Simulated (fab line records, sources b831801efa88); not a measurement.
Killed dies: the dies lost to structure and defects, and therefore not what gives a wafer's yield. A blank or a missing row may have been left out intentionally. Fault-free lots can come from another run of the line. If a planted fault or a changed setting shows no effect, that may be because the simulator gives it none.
fab line records	flow sky130
record: lots: 13	wafers: 37	lastDay: 50
route steps=708 shown LI_CONTACT@382 LOCAL_INTERCONNECT@398 CONTACT@408 PAD_OPEN@708
lots that met no fault: taken from a fault-free run of the same line
startH: hours from the record's opening day to when the first of the lot's shown wafers began	waitH: how many hours have passed since the lot's step before this one	" same as the row above	L1.1+2: several wafers, shown together as one row	- value missing, or start not given	* or withheld: withheld	< > ~ a bound
route shown NAME@n: names a module that has steps shown in the file, with the first one's number in the route	usual: mean/standard deviation of fault-free wafers	same: alike in all rows	chamber/n: place in a boat	sites: the reading at each site	_std_site: the standard deviation of these	_edge_site: inner sites' mean taken away from outer sites' mean	radiusMm: for every site, how far away it sits from the centre of the wafer	mask NAME#n: copy n	behind: tool/chamber where the wafer was last shaped	hold: the reason the lot was held/the length of the hold in hours/how it ended	device: the n, p or np transistor that did not switch	end of line: the same wafers' tests at the end of the route	for a step that has no rows: nothing shown but its recipe	killed: dies lost to structure and defects at the first sort, not the wafer's yield	map: shows each die of a wafer: x if killed, . if not, _ if none is there
set.NAME: setting as actually run; set.NAME@STEP: the setting as run at that earlier step	model.NAME: the simulator's own value behind a step, which no gauge read
steps of the route over a sample of lots; a table a step, a row a wafer
services: when a tool's chamber went out of use (startH, in hours from the record's first day, below 0 if earlier), for how many hours, and the reason
== steps ==
step: SKY_LI_CONTACT_SPUTTER_20
recipe: material: TiN	targetThkNm: 20	chamberPressurePa: 5	powerW: 4000	timeS: 80
usual: throttleValvePct: 30.1/0.72
lot.wafer	tool	chamber	startH	waitH	throttleValvePct
L232.1	pvdSputter-04	-	684.22	0.0	30.0
L232.4	"	-	"	"	29.5
L232.5	"	-	"	"	29.8
L233.1	pvdSputter-01	-	713.12	0.0	30.6
L233.4	"	-	"	"	30.7
L233.6	"	-	"	"	29.6
L235.2	pvdSputter-03	-	726.54	0.0	30.3
L235.5	"	-	"	"	29.9
L235.6	"	-	"	"	28.1
L236.1	pvdSputter-04	-	727.37	0.0	29.3
L236.2	"	-	"	"	29.5
L236.6	"	-	"	"	30.3
L238.2	pvdSputter-04	-	742.64	0.0	29.6
L238.3	"	-	"	"	29.4
L240.4	pvdSputter-01	-	753.02	0.0	30.8
L240.6	"	-	"	"	30.8
L243.2	pvdSputter-04	-	770.23	0.0	30.3
L243.3	"	-	"	"	29.6
L243.4	"	-	"	"	29.5
L245.4	pvdSputter-03	-	779.33	0.0	30.5
L245.5	"	-	"	"	30.4
L245.6	"	-	"	"	31.3
L246.1	pvdSputter-01	-	781.19	0.0	29.7
L246.3	"	-	"	"	30.4
L246.5	"	-	"	"	30.3
L251.2	pvdSputter-01	-	836.12	0.0	29.8
L251.5	"	-	"	"	30.8
L251.6	"	-	"	"	30.5
L253.3	pvdSputter-04	-	836.41	0.0	29.6
L253.5	"	-	"	"	29.4
L253.6	"	-	"	"	30.5
L252.2	pvdSputter-04	-	837.20	0.0	29.3
L252.4	"	-	"	"	29.8
L252.6	"	-	"	"	29.4
L254.1	pvdSputter-01	-	839.36	0.0	29.9
L254.3	"	-	"	"	30.9
L254.5	"	-	"	"	30.8
step: SKY_LOCAL_INTERCONNECT_CD_MEAS_11
recipe: targetCdNm: 170
usual: cdNm: 170.1/1.7
lot.wafer	tool	chamber	startH	waitH	cdNm
L232.1	cdSem-02	-	711.55	-	171.4
L232.4	"	-	"	"	169.9
L232.5	"	-	"	"	169.8
L233.1	cdSem-02	-	741.30	-	165.4
L233.4	"	-	"	"	165.2
L233.6	"	-	"	"	167.3
L235.2	cdSem-02	-	753.84	-	171.2
L235.5	"	-	"	"	170.6
L235.6	"	-	"	"	170.9
L236.1	cdSem-02	-	754.77	-	167.9
L236.2	"	-	"	"	169.1
L236.6	"	-	"	"	170.1
L238.2	cdSem-02	-	769.32	-	172.0
L238.3	"	-	"	"	171.9
L240.4	cdSem-02	-	780.03	-	171.6
L240.6	"	-	"	"	171.3
L243.2	cdSem-01	-	797.79	-	169.3
L243.3	"	-	"	"	169.5
L243.4	"	-	"	"	170.0
L245.4	cdSem-02	-	806.48	-	171.0
L245.5	"	-	"	"	170.4
L245.6	"	-	"	"	171.3
L246.1	cdSem-02	-	808.75	-	169.8
L246.3	"	-	"	"	170.3
L246.5	"	-	"	"	172.3
L251.2	cdSem-02	-	862.79	-	170.3
L251.5	"	-	"	"	170.9
L251.6	"	-	"	"	169.5
L253.3	cdSem-02	-	862.99	-	171.9
L253.5	"	-	"	"	172.6
L253.6	"	-	"	"	171.7
L252.2	cdSem-02	-	863.55	-	171.2
L252.4	"	-	"	"	171.7
L252.6	"	-	"	"	171.7
L254.1	cdSem-01	-	865.60	-	170.9
L254.3	"	-	"	"	170.8
L254.5	"	-	"	"	171.0
step: SKY_CONTACT_HDPCVD_02
recipe: material: SiO2	targetThkNm: 565	sigmaOpenFrac: 0.3	timeS: 94.2	tempC: 600	sih4FlowSccm: 60	pressureMtorr: 6
usual: runLengthS: 122.0/0.65
lot.wafer	tool	chamber	startH	waitH	runLengthS
L232.1	hdpcvd-02	0	712.64	0.1	121.6
L232.4	"	0	"	"	121.6
L232.5	"	1	"	"	122.4
L233.1	hdpcvd-01	1	742.32	0.1	122.6
L233.4	"	0	"	"	120.7
L233.6	"	1	"	"	122.3
L235.2	hdpcvd-02	0	754.82	0.0	121.9
L235.5	"	1	"	"	122.4
L235.6	"	2	"	"	122.8
L236.1	hdpcvd-02	0	755.87	0.1	122.1
L236.2	"	2	"	"	122.4
L236.6	"	1	"	"	123.2
L238.2	hdpcvd-01	0	770.26	0.0	126.7
L238.3	"	2	"	"	122.4
L240.4	hdpcvd-01	2	781.00	0.1	128.4
L240.6	"	1	"	"	122.3
L243.2	hdpcvd-01	0	798.73	0.0	127.5
L243.3	"	1	"	"	122.3
L243.4	"	0	"	"	127.2
L245.4	hdpcvd-02	2	807.43	0.1	122.2
L245.5	"	0	"	"	122.1
L245.6	"	1	"	"	122.2
L246.1	hdpcvd-02	1	809.72	0.1	122.2
L246.3	"	2	"	"	122.7
L246.5	"	1	"	"	123.4
L251.2	hdpcvd-02	2	863.73	0.0	122.2
L251.5	"	2	"	"	122.1
L251.6	"	1	"	"	122.9
L253.3	hdpcvd-01	2	864.34	0.0	121.9
L253.5	"	2	"	"	121.9
L253.6	"	0	"	"	121.0
L252.2	hdpcvd-02	2	864.52	0.0	122.6
L252.4	"	1	"	"	122.4
L252.6	"	0	"	"	121.3
L254.1	hdpcvd-01	0	867.05	0.1	121.1
L254.3	"	1	"	"	122.5
L254.5	"	2	"	"	121.8
step: SKY_CONTACT_THK_MEAS_03
recipe: reads: SiO2_of_CONTACT_HDPCVD_02
usual: CONTACT_HDPCVD_THK: 567/7.8
lot.wafer	tool	chamber	startH	waitH	CONTACT_HDPCVD_THK[nm]
L232.1	filmMetro-02	-	712.71	0.0	573
L232.4	"	-	"	"	575
L232.5	"	-	"	"	563
L233.1	filmMetro-02	-	742.38	0.0	568
L233.4	"	-	"	"	557
L233.6	"	-	"	"	566
L235.2	filmMetro-01	-	754.90	0.0	568
L235.5	"	-	"	"	564
L235.6	"	-	"	"	564
L236.1	filmMetro-02	-	755.94	0.0	568
L236.2	"	-	"	"	559
L236.6	"	-	"	"	567
L238.2	filmMetro-02	-	770.33	0.0	588
L238.3	"	-	"	"	562
L240.4	filmMetro-01	-	781.07	0.0	607
L240.6	"	-	"	"	559
L243.2	filmMetro-02	-	798.81	0.0	598
L243.3	"	-	"	"	563
L243.4	"	-	"	"	606
L245.4	filmMetro-02	-	807.49	0.0	580
L245.5	"	-	"	"	569
L245.6	"	-	"	"	574
L246.1	filmMetro-01	-	809.79	0.0	577
L246.3	"	-	"	"	580
L246.5	"	-	"	"	574
L251.2	filmMetro-01	-	863.80	0.0	570
L251.5	"	-	"	"	570
L251.6	"	-	"	"	562
L253.3	filmMetro-01	-	864.43	0.1	565
L253.5	"	-	"	"	566
L253.6	"	-	"	"	561
L252.2	filmMetro-04	-	864.60	0.0	573
L252.4	"	-	"	"	567
L252.6	"	-	"	"	578
L254.1	filmMetro-02	-	867.12	0.0	561
L254.3	"	-	"	"	559
L254.5	"	-	"	"	566
step: SKY_CONTACT_ETCH_18
recipe: target: Si3N4	chemistry: CHF3/O2	stopOn: TiN	sourceW: 600	biasW: 200	pressureMtorr: 40	chf3FlowSccm: 50	O2_flow_sccm: 5	timeS: 39	targetDepthA: 750
usual: drypumpMotorCurrentA: 5.8/0.41	oesProductAu: 0.854/0.0073	throttleValvePct: 8.793/0.009
lot.wafer	tool	chamber	startH	waitH	drypumpMotorCurrentA	oesProductAu	rfHoursCounterH	throttleValvePct
L232.1	rieDiel-04	2	-	-	6.2	0.835	13	8.796
L232.4	"	0	"	"	5.5	0.857	8	8.776
L232.5	"	1	"	"	5.3	0.844	-	8.786
L233.1	rieDiel-03	1	-	-	6.3	0.845	7	8.781
L233.4	"	0	"	"	5.7	0.860	7	8.785
L233.6	"	1	"	"	6.3	0.862	-	8.787
L235.2	rieDiel-03	2	-	-	6.0	0.845	17	8.804
L235.5	"	0	"	"	5.7	0.851	-	8.780
L235.6	"	3	"	"	5.8	0.852	-	8.791
L236.1	rieDiel-01	0	-	-	6.6	0.846	35	8.779
L236.2	"	3	"	"	5.1	0.848	26	8.794
L236.6	"	0	"	"	6.6	0.863	-	8.796
L238.2	rieDiel-03	3	-	-	5.9	0.844	17	8.783
L238.3	"	2	"	"	6.0	0.855	18	8.796
L240.4	rieDiel-04	2	-	-	6.2	0.867	15	8.799
L240.6	"	2	"	"	6.2	0.858	-	8.782
L243.2	rieDiel-01	2	-	-	5.9	0.856	10	8.795
L243.3	"	1	"	"	6.0	0.853	3	8.795
L243.4	"	1	"	"	6.0	0.853	-	8.797
L245.4	rieDiel-03	1	-	-	6.3	0.862	9	8.797
L245.5	"	0	"	"	5.7	0.858	-	8.798
L245.6	"	1	"	"	6.3	0.858	-	8.783
L246.1	rieDiel-04	2	-	-	6.2	0.852	16	8.798
L246.3	"	3	"	"	5.5	0.845	7	8.782
L246.5	"	1	"	"	5.3	0.864	-	8.806
L251.2	rieDiel-04	0	-	-	5.5	0.854	12	8.787
L251.5	"	2	"	"	6.2	0.862	-	8.792
L251.6	"	3	"	"	5.5	0.861	-	8.778
L253.3	rieDiel-03	1	-	-	6.3	0.855	11	8.795
L253.5	"	1	"	"	6.3	0.843	-	8.776
L253.6	"	2	"	"	6.0	0.853	-	8.788
L252.2	rieDiel-01	1	-	-	6.0	0.852	5	8.808
L252.4	"	3	"	"	5.1	0.859	0	8.801
L252.6	"	0	"	"	6.6	0.865	-	8.782
L254.1	rieDiel-01	3	-	-	5.1	0.850	0	8.782
L254.3	"	0	"	"	6.5	0.856	1	8.800
L254.5	"	1	"	"	6.0	0.854	-	8.782
step: SKY_PAD_OPEN_PROBE_99
usual: killed_at_M0_to_M3: 42/6.1	killed_at_M4_up: 3.3/1.7	killedAtContacts: 25/5.4	killedAtFrontEnd: 16/4.6	killedAtOther: 0.4/0.55	killedDies: 87/8.8	killedOpen: 47/7.1	killedShort: 40/5.8
same: grossDies: 492	killedAtBackSide: 0
lot.wafer	tool	chamber	startH	waitH	killed_at_M0_to_M3	killed_at_M4_up	killedAtContacts	killedAtFrontEnd	killedAtOther	killedDies	killedOpen	killedShort
L240.4	prober-02	-	1130.02	0.2	39	1	32	18	1	91	52	37
L240.6	prober-02	-	1130.12	0.2	41	6	24	20	0	91	51	38
L243.2	prober-02	-	1138.90	0.2	54	2	24	12	0	92	61	31
L243.3	prober-02	-	1138.95	0.3	32	2	20	25	0	79	40	39
L243.4	prober-02	-	1139.00	0.3	45	3	19	17	0	84	43	41
killed by level:class
L240.4 CONTACT:geometricParticle:open=12 VIA1:geometricParticle:open=10 VIA3:geometricParticle:open=9 LI_CONTACT:geometricParticle:open=6 CONTACT:geometricParticle:short=6 METAL1:geometricParticle:short=6 POLY_GATE:geometricParticle:open=5 LI_CONTACT:geometricParticle:short=4
L240.6 VIA1:geometricParticle:open=8 LI_CONTACT:geometricParticle:open=8 CONTACT:geometricParticle:open=6 VIA3:geometricParticle:open=6 VIA2:geometricParticle:open=5 SPACER:geometricParticle:open=4 CONTACT:geometricParticle:short=4 METAL2:geometricParticle:short=4
L243.2 VIA1:geometricParticle:open=13 VIA2:geometricParticle:open=10 VIA3:geometricParticle:open=9 LI_CONTACT:geometricParticle:open=8 CONTACT:geometricParticle:open=8 METAL1:geometricParticle:short=6 VIA1:geometricParticle:short=6 FIELD_ISO:geometricParticle:open=5
L243.3 CONTACT:geometricParticle:open=7 VIA1:geometricParticle:open=7 FIELD_ISO:geometricParticle:short=6 POLY_GATE:geometricParticle:short=6 LI_CONTACT:geometricParticle:open=6 VIA3:geometricParticle:short=6 VIA2:geometricParticle:open=5 SPACER:geometricParticle:short=4
L243.4 VIA1:geometricParticle:open=15 VIA1:geometricParticle:short=8 CONTACT:geometricParticle:open=7 POLY_GATE:geometricParticle:short=5 CONTACT:geometricParticle:short=5 VIA3:geometricParticle:open=5 VIA2:geometricParticle:open=4 FIELD_ISO:geometricParticle:open=3
== services ==
tool	chamber	startH	hours	kind
hdpcvd-02	0	665.75	-	clean
hdpcvd-02	1	665.75	-	clean
rieDiel-04	3	676.52	4.7	repair
hdpcvd-01	1	683.88	7.2	repair
rieDiel-01	3	689.05	5.8	repair
rieDiel-03	0	694.69	17.0	repair
hdpcvd-01	2	697.41	2.9	repair
rieDiel-01	3	708.01	8.9	repair
rieDiel-03	0	712.53	45.7	repair
rieDiel-03	3	717.16	5.0	repair
rieDiel-04	1	778.27	6.8	repair
hdpcvd-01	-	784.55	2.3	repair
rieDiel-01	0	786.01	7.8	repair
rieDiel-01	3	793.68	2.7	repair
pvdSputter-03	-	800.57	0.5	repair
rieDiel-04	-	805.60	0.1	repair
rieDiel-01	0	807.96	33.3	repair
pvdSputter-01	-	812.71	1.1	repair
rieDiel-04	-	817.58	1.0	repair
hdpcvd-02	-	868.87	2.8	pm
rieDiel-01	1	871.98	7.4	repair
rieDiel-01	-	882.14	0.1	repair
rieDiel-03	-	883.92	0.4	repair
hdpcvd-01	-	886.60	2.8	pm
== key ==
firstSign: step: SKY_CONTACT_HDPCVD_02	reading: runLengthS	direction: up	sigmas: 8.4	usual: *	struck: *
effect: step: SKY_CONTACT_THK_MEAS_03	reading: CONTACT_HDPCVD_THK	direction: up	sigmas: 4.3	usual: 567	struck: 600
metAt SKY_CONTACT_HDPCVD_02
struckLots L238,L240,L243
struckWafers L238.2,L240.4,L243.2,L243.4
testerLeftOut L238,L240,L243
notActingAt SKY_LI_CONTACT_SPUTTER_20,SKY_LOCAL_INTERCONNECT_CD_MEAS_11,SKY_CONTACT_ETCH_18
onsetBetween 742.32 770.26
fault: kind: processParameterDrift	tool: hdpcvd-01	chamber: -	onsetH: 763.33	steps: SKY_CONTACT_HDPCVD_02	channel: timeS	offset: *	shape: step	endH: 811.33	scope: struckWafersOnly	actsIn: *	stated: *
testerLeftOut: of these lots the tester's yield and bins aren't shown, on N5 and GAA mostly nor the transistor test; their killed dies are dies lost to structure and defects alone, not to doping, threshold or leakage, so they don't give the yield
